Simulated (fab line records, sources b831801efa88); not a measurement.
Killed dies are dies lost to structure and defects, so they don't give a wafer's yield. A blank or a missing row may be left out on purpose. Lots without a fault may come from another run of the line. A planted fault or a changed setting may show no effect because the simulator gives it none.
Problem report in the 8D (eight disciplines) form, filled by code | flow sky130 | the parts of the form that need people (team, actions taken, sign-off) are left out

1. THE PROBLEM
dose_ions_cm2 at SKY_VT_ADJUST_NCORE_IMPLANT_09 reads a mean of 2.2870e+12 on 6 wafers of 2 lots; wafers without a fault read 2.4001e+12 with a standard deviation of 2.5e+09. That is -45 standard deviations from the usual mean.
First seen on wafer L454.2, day 13 07:47, on implanter-02. The record holds 39 wafers of 13 lots with a number at this step. Rule for "out", or "out of limits": more than 4 standard deviations from the usual mean. The other wafers with a number count as sound.

2. WHAT IT IS AND WHAT IT IS NOT
question                    | is                     | is not
which readings at this step | dose_ions_cm2          | -
which lots                  | L454, L455             | L438, L439, L440, L441, L442, L443, L445, L446, L452, L459, L461
which wafers of those lots  | all that have a number | -
read on which tools         | implanter-02           | implanter-01, implanter-04
when                        | from day 13 07:47      | up to then (27 sound wafers); but 6 sound wafers of L459, L461 came after

3. SUSPECTS, AND WHAT RULES EACH OUT
Counting: a tool at a process step up to the reading stays a suspect if it ran every lot that is out and no sound lot after the first of them.
- implanter-02 at SKY_VT_ADJUST_NCORE_IMPLANT_09: kept. It ran every lot that is out, first L454 (day 13 07:47), and no sound lot after that; its last sound lot up to then is L452 (day 12 18:59). Its own readings are out on those wafers: dose_ions_cm2.
Left after counting: implanter-02 at SKY_VT_ADJUST_NCORE_IMPLANT_09.

4. THE CAUSE (what the simulator had put in)
Process parameter drift: implanter-02, from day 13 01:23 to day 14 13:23, at SKY_VT_ADJUST_NCORE_IMPLANT_09. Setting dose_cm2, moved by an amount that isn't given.
Counting left only this tool.

5. THE CHAIN OF EFFECTS, in route order
Each row: a reading whose mean over the struck wafers that have a number lies more than 3 standard deviations from the usual. Only readings for which the record gives a usual standard deviation are gone through. hours: the time from each lot's start at the first step in this table that gives one to its start at this step, as a median over the lots. sigmas: the change in usual standard deviations.
hours | step                           | reading       | usual      | on struck wafers | change      | sigmas
0     | SKY_VT_ADJUST_NCORE_IMPLANT_09 | dose_ions_cm2 | 2.4001e+12 | 2.2870e+12       | -1.1313e+11 | -45
The process steps in it:
- SKY_VT_ADJUST_NCORE_IMPLANT_09

6. WHAT WOULD HAVE CAUGHT IT SOONER
In this record the first reading out of limits was taken at day 13 07:47, 6 hours after the fault began at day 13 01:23.
